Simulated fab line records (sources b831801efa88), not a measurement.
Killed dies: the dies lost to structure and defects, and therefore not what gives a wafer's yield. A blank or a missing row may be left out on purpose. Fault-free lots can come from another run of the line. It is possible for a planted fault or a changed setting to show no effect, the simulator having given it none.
8D (eight disciplines) problem report, filled in by code    flow gf180mcu    the parts of the form that need people (team, actions taken, sign-off) are left out

## 1. WHAT WENT WRONG
Across 3 wafers from 3 lots, CONTACT_CVD_00_THK at GF_CONTACT_THK_MEAS_01 averages 152 nm, while fault-free wafers read 298 nm with a standard deviation of 3.8. That is -38 standard deviations from the usual mean.
Earliest sighting: wafer L515.2 on film metro-02 at day 16 05:50. The record holds 39 wafers of 13 lots with a number at this step. Rule for "out" (also "out of limits"): further than 4 standard deviations from the usual mean. The other wafers with a number count as sound.

## 2. WHAT IT IS, AND WHAT IT ISN'T
question                     is                            is not
which readings at this step  CONTACT_CVD_00_THK            -
which lots                   L515, L516, L517              L512, L514, L525, L528, L529, L530, L531, L532, L533, L534
which wafers of those lots   L515.2, L516.2, L517.6        L515.1, L515.6, L516.1, L516.3, L517.4, L517.5
read on which gauges         film metro-02, film metro-03  film metro-04
when                         from day 16 05:50             up to then (8 sound wafers); but 28 sound wafers of L516, L517, L525, L528, L529, L530, L531, L532, L533, L534 came after

## 3. THE SUSPECTS, EACH WITH WHAT RULES IT OUT
Counting: if a tool at a process step up to the reading ran every lot that is out, it stays a suspect. Sound lots after the first of them don't rule it out here, since some wafers of a struck lot are sound.
- the gauge at GF_CONTACT_THK_MEAS_01 has been ruled out. Those wafers that are out were read across 2 gauges (film metro-02, film metro-03).
- hdpcvd-01 at GF_CONTACT_CVD_00 (deposits SiO2, target thk 300 nm, time 50 s): kept. It ran every lot that is out, first L515 (day 16 05:48); its last sound lot up to then is L514 (day 16 02:53). Its own sih4 flow sccm readings are out on those wafers.
- Within hdpcvd-01 at GF_CONTACT_CVD_00: the wafers that are out ran in chamber 0; their sound lot-mates ran in chambers 1, 2.
The count leaves hdpcvd-01 at GF_CONTACT_CVD_00.

## 4. THE CAUSE (what the simulator had put in)
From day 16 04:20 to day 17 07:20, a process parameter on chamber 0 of hdpcvd-01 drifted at GF_CONTACT_CVD_00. From 60, the setting sih4 flow sccm moved by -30. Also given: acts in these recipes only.
Only this tool survived the counting.

## 5. SEQUENCE OF EFFECTS, ordered by route
Each row: a reading whose mean over the struck wafers that have a number lies more than 3 standard deviations from the usual. Readings are gone through only where the record gives a usual standard deviation; hours: the median, over the lots, of the time from a lot's start at the first step in this table giving one to that lot's start at this step; sigmas: the change measured in usual standard deviations.
hours  step                    reading             usual       on struck wafers  change  sigmas
0      GF_CONTACT_CVD_00       sih4 flow sccm      59.98 sccm  29.99             -29.99  -99 or more
0      GF_CONTACT_THK_MEAS_01  CONTACT_CVD_00_THK  298 nm      152               -146    -38
-      GF_CONTACT_ETCH_17      oes product au      0.814 a.u.  0.742             -0.072  -15
It contains these process steps:
- GF_CONTACT_CVD_00: deposits SiO2, target thk 300 nm, time 50 s.
- GF_CONTACT_ETCH_17: etches SiO2 in C4F8/O2/Ar, stops on CoSi2, target depth 860 nm.

## 6. WHAT WOULD HAVE CAUGHT IT SOONER
2 hours passed between the start of the fault at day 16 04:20 and the first reading out of limits at a measuring or inspecting step in this record, taken at day 16 05:50.
At GF_CONTACT_CVD_00, the tool's own readings (sih4 flow sccm) were out on each struck wafer the step has a row for, so an alarm limit on them would have fired on the first such wafer.
L517, L516, from the lots that are out (3), started GF_CONTACT_CVD_00 on hdpcvd-01 later than day 16 05:50. A hold on the tool at that time would have spared those 2.
